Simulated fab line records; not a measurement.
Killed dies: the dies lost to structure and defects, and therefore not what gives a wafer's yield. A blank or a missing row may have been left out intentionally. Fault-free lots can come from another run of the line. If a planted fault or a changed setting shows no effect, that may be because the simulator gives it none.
What tool caused it? :: flow sky130 :: Sampling: 11 lots, 33 wafers, 5 of 708 route steps

## WHAT EACH GAUGE READ, for each wafer
Not one reading of a measure or inspect step in the record can be checked against a usual standard deviation.

## WHAT TOOL EACH LOT RAN ON (gives the tool, then ch and the chambers of the sampled wafers, and finally the start)
lot: L422
SKY_CAP2M_STRIP_14: plasma-asher-03 ch 1, day 40 21:56
SKY_METAL4_DESCUM_15: rie-metal-03 ch 1, day 41 23:20
SKY_VIA4_CMP_21: cmp-01 ch 0,1,3, day 43 01:04
SKY_METAL5_SPUTTER_01: pvd-sputter-03, day 43 01:18
SKY_PAD_OPEN_PROBE_99: prober-01, day 45 22:58

lot: L423
SKY_CAP2M_STRIP_14: plasma-asher-01 ch 0,1, day 41 05:20
SKY_METAL4_DESCUM_15: rie-metal-03 ch 0, day 42 05:53
SKY_VIA4_CMP_21: cmp-02 ch 0,1, day 43 08:38
SKY_METAL5_SPUTTER_01: pvd-sputter-04, day 43 08:55
SKY_PAD_OPEN_PROBE_99: prober-02, day 46 06:02

lot: L424
SKY_CAP2M_STRIP_14: plasma-asher-03 ch 0,1, day 42 02:53
SKY_METAL4_DESCUM_15: rie-metal-01 ch 0,1, day 43 03:42
SKY_VIA4_CMP_21: cmp-02 ch 0,3, day 44 04:25
SKY_METAL5_SPUTTER_01: pvd-sputter-02, day 44 04:45
SKY_PAD_OPEN_PROBE_99: prober-01, day 47 03:04

lot: L429
SKY_CAP2M_STRIP_14: plasma-asher-03 ch 0,1, day 42 22:53
SKY_METAL4_DESCUM_15: rie-metal-01 ch 0,1, day 43 22:05
SKY_VIA4_CMP_21: cmp-01 ch 0,1, day 44 22:46
SKY_METAL5_SPUTTER_01: pvd-sputter-03, day 44 23:05
SKY_PAD_OPEN_PROBE_99: prober-02, day 48 03:00

lot: L430
SKY_CAP2M_STRIP_14: plasma-asher-03 ch 0,1, day 43 10:47
SKY_METAL4_DESCUM_15: rie-metal-01 ch 0,1, day 44 09:59
SKY_VIA4_CMP_21: cmp-01 ch 0,1,3, day 45 10:30
SKY_METAL5_SPUTTER_01: pvd-sputter-04, day 45 10:41
SKY_PAD_OPEN_PROBE_99: prober-01, day 48 04:33

lot: L431
SKY_CAP2M_STRIP_14: plasma-asher-04 ch 0,1, day 43 13:20
SKY_METAL4_DESCUM_15: rie-metal-03 ch 0,1, day 44 12:59
SKY_VIA4_CMP_21: cmp-01 ch 1,3, day 45 13:37
SKY_METAL5_SPUTTER_01: pvd-sputter-04, day 45 13:53
SKY_PAD_OPEN_PROBE_99: prober-02, day 48 06:00

lot: L433
SKY_CAP2M_STRIP_14: plasma-asher-01 ch 0,1, day 44 09:41
SKY_METAL4_DESCUM_15: rie-metal-04 ch 0,1, day 45 08:14
SKY_VIA4_CMP_21: cmp-02 ch 0,1,3, day 46 07:19
SKY_METAL5_SPUTTER_01: pvd-sputter-03, day 46 07:35
SKY_PAD_OPEN_PROBE_99: prober-02, day 48 21:44

lot: L437
SKY_CAP2M_STRIP_14: plasma-asher-01 ch 0,1, day 45 17:18
SKY_METAL4_DESCUM_15: rie-metal-01 ch 0,1, day 46 14:29
SKY_VIA4_CMP_21: cmp-02 ch 0,2,3, day 47 12:45
SKY_METAL5_SPUTTER_01: pvd-sputter-03, day 47 13:04
SKY_PAD_OPEN_PROBE_99: prober-01, day 49 22:22

lot: L442
SKY_CAP2M_STRIP_14: plasma-asher-01 ch 0,1, day 46 14:07
SKY_METAL4_DESCUM_15: rie-metal-04 ch 0,1, day 47 10:26
SKY_VIA4_CMP_21: cmp-02 ch 0,1, day 48 07:40
SKY_METAL5_SPUTTER_01: pvd-sputter-03, day 48 07:59
SKY_PAD_OPEN_PROBE_99: prober-01, day 50 15:26

lot: L443
SKY_CAP2M_STRIP_14: plasma-asher-01 ch 0,1, day 47 00:08
SKY_METAL4_DESCUM_15: rie-metal-04 ch 0,1, day 47 21:05
SKY_VIA4_CMP_21: cmp-02 ch 0,1,3, day 48 18:26
SKY_METAL5_SPUTTER_01: pvd-sputter-04, day 48 18:43
SKY_PAD_OPEN_PROBE_99: prober-01, day 51 01:14

lot: L444
SKY_CAP2M_STRIP_14: plasma-asher-01 ch 0,1, day 47 01:10
SKY_METAL4_DESCUM_15: rie-metal-03 ch 0,1, day 47 21:47
SKY_VIA4_CMP_21: cmp-01 ch 0,1,2, day 48 19:07
SKY_METAL5_SPUTTER_01: pvd-sputter-04, day 48 19:20
SKY_PAD_OPEN_PROBE_99: prober-02, day 50 23:50
- SKY_CAP2M_STRIP_14: strips in O2/N2.
- SKY_METAL4_DESCUM_15: chemistry O2, time 8 s.
- SKY_VIA4_CMP_21: polishes, stops on SiO2, t overpolish 25 s, target thk 0 nm.
- SKY_METAL5_SPUTTER_01: material TiN, target thk 20 nm, time 16.7 s.
- SKY_PAD_OPEN_PROBE_99

## AS READ BY THE TOOLS THEMSELVES (means over the sampled wafers that have a number; for cases with no such wafer, the mark the record gives instead)
SKY_CAP2M_STRIP_14.
lot: L422
tool: plasma-asher-03
drypump-motor-current-A (A): 5.1
oes-product-au (a.u.): 0.708
strip-time-to-endpoint-s (s): 12.65

lot: L423
tool: plasma-asher-01
drypump-motor-current-A (A): 5.7
oes-product-au (a.u.): 0.714
strip-time-to-endpoint-s (s): 12.63

lot: L424
tool: plasma-asher-03
drypump-motor-current-A (A): 5.1
oes-product-au (a.u.): 0.706
strip-time-to-endpoint-s (s): 12.60

lot: L429
tool: plasma-asher-03
drypump-motor-current-A (A): 5.1
oes-product-au (a.u.): 0.711
strip-time-to-endpoint-s (s): 12.61

lot: L430
tool: plasma-asher-03
drypump-motor-current-A (A): 5.1
oes-product-au (a.u.): 0.711
strip-time-to-endpoint-s (s): 12.75

lot: L431
tool: plasma-asher-04
drypump-motor-current-A (A): 5.7
oes-product-au (a.u.): 0.708
strip-time-to-endpoint-s (s): 12.73

lot: L433
tool: plasma-asher-01
drypump-motor-current-A (A): 5.7
oes-product-au (a.u.): 0.712
strip-time-to-endpoint-s (s): 12.68

lot: L437
tool: plasma-asher-01
drypump-motor-current-A (A): 5.6
oes-product-au (a.u.): 0.707
strip-time-to-endpoint-s (s): 12.66

lot: L442
tool: plasma-asher-01
drypump-motor-current-A (A): 5.7
oes-product-au (a.u.): 0.709
strip-time-to-endpoint-s (s): 12.59

lot: L443
tool: plasma-asher-01
drypump-motor-current-A (A): 5.7
oes-product-au (a.u.): 0.715
strip-time-to-endpoint-s (s): 12.60

lot: L444
tool: plasma-asher-01
drypump-motor-current-A (A): 5.6
oes-product-au (a.u.): 0.707
strip-time-to-endpoint-s (s): 12.74

SKY_METAL4_DESCUM_15.
lot: L422
tool: rie-metal-03
drypump-motor-current-A (A): 6.1
oes-product-au (a.u.): 0.998

lot: L423
tool: rie-metal-03
drypump-motor-current-A (A): 5.4
oes-product-au (a.u.): 1.008

lot: L424
tool: rie-metal-01
drypump-motor-current-A (A): 5.5
oes-product-au (a.u.): 0.987

lot: L429
tool: rie-metal-01
drypump-motor-current-A (A): 5.4
oes-product-au (a.u.): 0.989

lot: L430
tool: rie-metal-01
drypump-motor-current-A (A): 5.4
oes-product-au (a.u.): 0.985

lot: L431
tool: rie-metal-03
drypump-motor-current-A (A): 5.6
oes-product-au (a.u.): 0.997

lot: L433
tool: rie-metal-04
drypump-motor-current-A (A): 6.6
oes-product-au (a.u.): 1.000

lot: L437
tool: rie-metal-01
drypump-motor-current-A (A): 5.4
oes-product-au (a.u.): 0.986

lot: L442
tool: rie-metal-04
drypump-motor-current-A (A): 6.5
oes-product-au (a.u.): 1.010

lot: L443
tool: rie-metal-04
drypump-motor-current-A (A): 6.5
oes-product-au (a.u.): 1.011

lot: L444
tool: rie-metal-03
drypump-motor-current-A (A): 5.6
oes-product-au (a.u.): 0.996

SKY_VIA4_CMP_21.
lot: L422
tool: cmp-01
motor-current-A (A): 10.4
overpolish-run-s (s): 25.003
time-to-endpoint-s (s): 128

lot: L423
tool: cmp-02
motor-current-A (A): 10.1
overpolish-run-s (s): 25.007
time-to-endpoint-s (s): 129

lot: L424
tool: cmp-02
motor-current-A (A): 9.4
overpolish-run-s (s): 24.995
time-to-endpoint-s (s): 125

lot: L429
tool: cmp-01
motor-current-A (A): 10.9
overpolish-run-s (s): 25.007
time-to-endpoint-s (s): 128

lot: L430
tool: cmp-01
motor-current-A (A): 9.9
overpolish-run-s (s): 16.675
time-to-endpoint-s (s): 147

lot: L431
tool: cmp-01
motor-current-A (A): 10.6
overpolish-run-s (s): 16.681
time-to-endpoint-s (s): 144

lot: L433
tool: cmp-02
motor-current-A (A): 10.5
overpolish-run-s (s): 24.993
time-to-endpoint-s (s): 118

lot: L437
tool: cmp-02
motor-current-A (A): 9.7
overpolish-run-s (s): 25.005
time-to-endpoint-s (s): 123

lot: L442
tool: cmp-02
motor-current-A (A): 10.6
overpolish-run-s (s): 24.999
time-to-endpoint-s (s): 128

lot: L443
tool: cmp-02
motor-current-A (A): 10.3
overpolish-run-s (s): 25.008
time-to-endpoint-s (s): 125

lot: L444
tool: cmp-01
motor-current-A (A): 10.7
overpolish-run-s (s): 25.006
time-to-endpoint-s (s): 126

SKY_METAL5_SPUTTER_01.
lot: L422
tool: pvd-sputter-03
chamber-pressure-pa (Pa): 0.3995
throttle-valve-pct (%): 30.3

lot: L423
tool: pvd-sputter-04
chamber-pressure-pa (Pa): 0.3997
throttle-valve-pct (%): 30.9

lot: L424
tool: pvd-sputter-02
chamber-pressure-pa (Pa): 0.4002
throttle-valve-pct (%): 29.9

lot: L429
tool: pvd-sputter-03
chamber-pressure-pa (Pa): 0.3996
throttle-valve-pct (%): 30.4

lot: L430
tool: pvd-sputter-04
chamber-pressure-pa (Pa): 0.4012
throttle-valve-pct (%): 32.3

lot: L431
tool: pvd-sputter-04
chamber-pressure-pa (Pa): 0.4004
throttle-valve-pct (%): 30.0

lot: L433
tool: pvd-sputter-03
chamber-pressure-pa (Pa): 0.3994
throttle-valve-pct (%): 29.9

lot: L437
tool: pvd-sputter-03
chamber-pressure-pa (Pa): 0.4001
throttle-valve-pct (%): 29.8

lot: L442
tool: pvd-sputter-03
chamber-pressure-pa (Pa): 0.4012
throttle-valve-pct (%): 29.5

lot: L443
tool: pvd-sputter-04
chamber-pressure-pa (Pa): 0.3999
throttle-valve-pct (%): 29.9

lot: L444
tool: pvd-sputter-04
chamber-pressure-pa (Pa): 0.4001
throttle-valve-pct (%): 30.7

SKY_PAD_OPEN_PROBE_99.
lot: L422
tool: prober-01
defect-limited-yield (%): 83.8
killed_at_M0_to_M3: 34
killed_at_M4_up: 4.0
killed-at-contacts: 26
killed-at-front-end: 14
killed-at-other: 1.0
killed-dies: 80
killed-on-rim: 18
killed-open: 47
killed-short: 33
sort_bin_3_pad_short (%): 0.5
sort_bin_5_function (%): 10.1
sort_bin_6_memory (%): 5.6
sort-n-pass: 412
sort-yield-pct (%): 83.8

lot: L423
tool: prober-02
defect-limited-yield (%): 82.7
killed_at_M0_to_M3: 44
killed_at_M4_up: 2.7
killed-at-contacts: 22
killed-at-front-end: 16
killed-at-other: 0.7
killed-dies: 85
killed-on-rim: 20
killed-open: 47
killed-short: 38
sort_bin_3_pad_short (%): 0.9
sort_bin_5_function (%): 9.8
sort_bin_6_memory (%): 6.6
sort-n-pass: 407
sort-yield-pct (%): 82.7

lot: L424
tool: prober-01
defect-limited-yield (%): 82.8
killed_at_M0_to_M3: 42
killed_at_M4_up: 6.0
killed-at-contacts: 25
killed-at-front-end: 11
killed-at-other: 0.3
killed-dies: 85
killed-on-rim: 17
killed-open: 44
killed-short: 41
sort_bin_3_pad_short (%): 1.0
sort_bin_5_function (%): 10.0
sort_bin_6_memory (%): 6.2
sort-n-pass: 407
sort-yield-pct (%): 82.8

lot: L429
tool: prober-02
defect-limited-yield (%): 81.6
killed_at_M0_to_M3: 48
killed_at_M4_up: 3.3
killed-at-contacts: 28
killed-at-front-end: 10
killed-at-other: 1.7
killed-dies: 91
killed-on-rim: 18
killed-open: 47
killed-short: 41
sort_bin_3_pad_short (%): 1.1
sort_bin_5_function (%): 10.5
sort_bin_6_memory (%): 6.8
sort-n-pass: 401
sort-yield-pct (%): 81.6

lot: L430
tool: prober-01
defect-limited-yield (%): 53.8
killed_at_M0_to_M3: 46
killed_at_M4_up: 143.7
killed-at-contacts: 23
killed-at-front-end: 14
killed-at-other: 1.3
killed-dies: 227
killed-on-rim: 47
killed-open: 47
killed-short: 40
sort_bin_3_pad_short (%): 29.2
sort_bin_5_function (%): 10.7
sort_bin_6_memory (%): 6.4
sort-n-pass: 265
sort-yield-pct (%): 53.8

lot: L431
tool: prober-02
defect-limited-yield (%): 54.1
killed_at_M0_to_M3: 48
killed_at_M4_up: 139.7
killed-at-contacts: 19
killed-at-front-end: 18
killed-at-other: 1.0
killed-dies: 226
killed-on-rim: 44
killed-open: 47
killed-short: 41
sort_bin_3_pad_short (%): 28.7
sort_bin_5_function (%): 11.2
sort_bin_6_memory (%): 6.0
sort-n-pass: 266
sort-yield-pct (%): 54.1

lot: L433
tool: prober-02
defect-limited-yield (%): 83.2
killed_at_M0_to_M3: 44
killed_at_M4_up: 3.0
killed-at-contacts: 23
killed-at-front-end: 12
killed-at-other: 0.3
killed-dies: 83
killed-on-rim: 16
killed-open: 45
killed-short: 38
sort_bin_3_pad_short (%): 0.7
sort_bin_5_function (%): 10.3
sort_bin_6_memory (%): 5.9
sort-n-pass: 409
sort-yield-pct (%): 83.2

lot: L437
tool: prober-01
defect-limited-yield (%): 81.4
killed_at_M0_to_M3: 49
killed_at_M4_up: 3.3
killed-at-contacts: 24
killed-at-front-end: 14
killed-at-other: 1.3
killed-dies: 91
killed-on-rim: 20
killed-open: 44
killed-short: 47
sort_bin_3_pad_short (%): 1.2
sort_bin_5_function (%): 10.9
sort_bin_6_memory (%): 6.4
sort-n-pass: 401
sort-yield-pct (%): 81.4

lot: L442
tool: prober-01
defect-limited-yield (%): 81.4
killed_at_M0_to_M3: 47
killed_at_M4_up: 3.7
killed-at-contacts: 23
killed-at-front-end: 18
killed-at-other: 0.0
killed-dies: 92
killed-on-rim: 21
killed-open: 50
killed-short: 41
sort_bin_3_pad_short (%): 1.0
sort_bin_5_function (%): 10.9
sort_bin_6_memory (%): 6.7
sort-n-pass: 400
sort-yield-pct (%): 81.4

lot: L443
tool: prober-01
defect-limited-yield (%): 83.1
killed_at_M0_to_M3: 42
killed_at_M4_up: 4.0
killed-at-contacts: 21
killed-at-front-end: 16
killed-at-other: 0.3
killed-dies: 83
killed-on-rim: 16
killed-open: 44
killed-short: 39
sort_bin_3_pad_short (%): 0.8
sort_bin_5_function (%): 10.7
sort_bin_6_memory (%): 5.4
sort-n-pass: 409
sort-yield-pct (%): 83.1

lot: L444
tool: prober-02
defect-limited-yield (%): 85.3
killed_at_M0_to_M3: 37
killed_at_M4_up: 3.3
killed-at-contacts: 22
killed-at-front-end: 10
killed-at-other: 0.3
killed-dies: 73
killed-on-rim: 10
killed-open: 42
killed-short: 30
sort_bin_3_pad_short (%): 0.7
sort_bin_5_function (%): 9.7
sort_bin_6_memory (%): 4.4
sort-n-pass: 419
sort-yield-pct (%): 85.3

## THE ANSWER, worked out from the rows above alone
Rule: usual is defined by the lots themselves. Put in order of their means at a reading, lots are off if they are a third of the lots or fewer, leave a main group of 4 or more, and stand apart from it by a gap of 3 or more times the standard deviation of the main group's means; of several such gaps the widest counts. A main group whose means are all the same, to the digits that the tables above print for the reading, isn't used. Also off: a lot with no number at a reading for which 4 or more lots have one. All remaining lots with rows at the step are treated as sound. Order of review: gauges by route order, followed by the tools' own readings, for which a lot's mean as printed above is used. The first step at which some lot is off is used, and at that step the reading that is off furthest; a lot without a number counts as furthest.
Off at SKY_VIA4_CMP_21 (overpolish-run-s): L430, L431. For the main group the mean is 25.003 s and the standard deviation 0.0053.
If a tool, at that step or one of the process steps before it, ran each lot that is off and ran no sound lot following the first of them, it fits. No candidate that was tried fits.

## WHAT WAS PUT IN BY THE SIMULATOR
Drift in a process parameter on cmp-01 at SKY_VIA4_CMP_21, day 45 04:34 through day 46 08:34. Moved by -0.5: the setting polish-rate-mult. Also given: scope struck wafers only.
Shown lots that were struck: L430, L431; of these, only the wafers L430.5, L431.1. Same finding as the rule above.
